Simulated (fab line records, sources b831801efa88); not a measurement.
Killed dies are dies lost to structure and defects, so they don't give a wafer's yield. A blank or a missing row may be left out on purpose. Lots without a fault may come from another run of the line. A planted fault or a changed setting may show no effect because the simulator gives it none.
Split-lot experiment | flow sfq_line | 5 lots, 23 wafers read, on a route of 325 steps

THE SPLIT
At SFQ_TRILAYER_M6_DEP_SPUTTER_157 (material Nb, target thk 200 nm, time 133.3 s), the setting time_s was moved away from the recipe's 133.3 s on 7 of the 23 wafers read, by -11.0% to +14.1%. The other wafers ran this setting at the recipe's value.

FROM THE SPLIT TO THE READING: what the file shows between them, 5 steps
- SFQ_M6_RS_MEAS_938: measures by four-point-probe
- SFQ_TRILAYER_M6_LITHO_EXPOSE_160: exposes mask M6, target cd 500 nm (also split here: dose_mj)
- SFQ_TRILAYER_M6_LITHO_PEB_162: peb time 60 s
- SFQ_TRILAYER_M6_LITHO_DEVELOP_161: time 60 s
- SFQ_TRILAYER_M6_BARC_OPEN_METAL_ETCH_206: etches BARC in O2, target depth 125 nm, time 41.7 s

THE READING
oes_product_au, in a.u., at SFQ_TRILAYER_M6_ETCH_METAL_ETCH_162 (etches Nb in Cl2/Ar, stops on SiO2, target depth 240 nm, time 120 s). Fault-free wafers of this fab line usually give 0.897 a.u., standard deviation 0.0067 a.u..

wafer  | tool, chamber at the split | time_s as run, s | against the recipe | oes_product_au, a.u. | against lot-mates on the recipe
L078.1 | pvd_sputter-05, -          | 121.7            | -8.7%              | 0.847                | -0.050
L078.3 | pvd_sputter-05, -          | 121.7            | -8.7%              | 0.846                | -0.051
L078.4 | pvd_sputter-05, -          | 133.3            | recipe             | 0.898                | -
L078.5 | pvd_sputter-05, -          | 133.3            | recipe             | 0.896                | -
L078.6 | pvd_sputter-05, -          | 121.7            | -8.7%              | 0.854                | -0.043
L079.3 | pvd_sputter-05, -          | 133.3            | recipe             | 0.904                | -
L079.4 | pvd_sputter-05, -          | 133.3            | recipe             | 0.887                | -
L079.5 | pvd_sputter-05, -          | 133.3            | recipe             | 0.899                | -
L081.1 | pvd_sputter-03, -          | 133.3            | recipe             | 0.892                | -
L081.3 | pvd_sputter-03, -          | 133.3            | recipe             | 0.901                | -
L081.4 | pvd_sputter-03, -          | 133.3            | recipe             | 0.892                | -
L081.5 | pvd_sputter-03, -          | 133.3            | recipe             | 0.894                | -
L081.6 | pvd_sputter-03, -          | 133.3            | recipe             | 0.902                | -
L083.1 | pvd_sputter-05, -          | 133.3            | recipe             | 0.902                | -
L083.2 | pvd_sputter-05, -          | 133.3            | recipe             | 0.900                | -
L083.3 | pvd_sputter-05, -          | 118.7            | -11.0%             | 0.842                | -0.055
L083.5 | pvd_sputter-05, -          | 118.7            | -11.0%             | 0.844                | -0.053
L083.6 | pvd_sputter-05, -          | 133.3            | recipe             | 0.890                | -
L085.1 | pvd_sputter-03, -          | 152.1            | +14.1%             | 0.959                | +0.068
L085.3 | pvd_sputter-03, -          | 133.3            | recipe             | 0.887                | -
L085.4 | pvd_sputter-03, -          | 133.3            | recipe             | 0.893                | -
L085.5 | pvd_sputter-03, -          | 152.1            | +14.1%             | 0.975                | +0.084
L085.6 | pvd_sputter-03, -          | 133.3            | recipe             | 0.892                | -

THE FIT
A straight line over all 23 wafers: oes_product_au changes by +0.00506 a.u. for each +1% of time_s; r = +0.99; the points scatter about the line by 0.0056 a.u..
The same after taking each lot's own level away (the mean of its wafers on the recipe; 23 wafers): +0.00532 a.u. for each +1%; r = +0.99; scatter 0.0052 a.u..
On that fit, the largest move of time_s shifts the reading by 0.075 a.u..
The lots' own levels span 0.8907 to 0.8973 a.u., that is 1.0 times the standard deviation above.
So the lot-to-lot level changes the slope little: the two slopes agree.
Check: with one of the wafers moved furthest among these (+14.1%) left out of the fit, the line predicts +0.0783 a.u. for it against its lot-mates. It came out at +0.0683 a.u. against them.

OTHER SPLITS ON THESE WAFERS
These wafers also went through other splits before the reading. Each is held against what the fit with the lots' levels taken away leaves over:
other split on the same wafers                   | wafers away from the commonest value | r with oes_product_au (lot level and that fit taken away)
SFQ_TRILAYER_JJ_TRILAYER_DEP_SPUTTER_112 power_w | 11                                   | -0.04
SFQ_TRILAYER_JJ_CE_LITHO_COAT_119 spin_rpm       | 7                                    | +0.00
SFQ_TRILAYER_M5_BARC_OPEN_METAL_ETCH_161 time_s  | 4                                    | -0.20
SFQ_TRILAYER_R5_ETCH_METAL_ETCH_139 time_s       | 8                                    | -0.13
SFQ_TRILAYER_C5_LITHO_EXPOSE_152 dose_mj         | 5                                    | +0.11
SFQ_TRILAYER_M6_LITHO_EXPOSE_160 dose_mj         | 9                                    | +0.37

THE WHOLE CHAIN: every reading that the file lists as answering this split, in the file's order
step                                | what it does                                                        | reading                                                                                   | change (the file's fit)                   | r (the file's)
SFQ_TRILAYER_M6_DEP_SPUTTER_157     | material Nb, target thk 200 nm, time 133.3 s                        | Nb_of_TRILAYER_M6_DEP_SPUTTER_157.thk_nm (the simulator's own value, which no gauge read) | +2.08 nm for each +1% of the setting      | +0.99
SFQ_M6_RS_MEAS_938                  | measures by four-point-probe                                        | M6_NB_RS                                                                                  | -0.00907 for each +1% of the setting      | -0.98
SFQ_TRILAYER_M6_ETCH_METAL_ETCH_162 | etches Nb in Cl2/Ar, stops on SiO2, target depth 240 nm, time 120 s | oes_product_au                                                                            | +0.00531 a.u. for each +1% of the setting | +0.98

THE FILE'S OWN FIT
oes_product_au changes by +0.00531 a.u. for each +1% of time_s, r = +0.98.
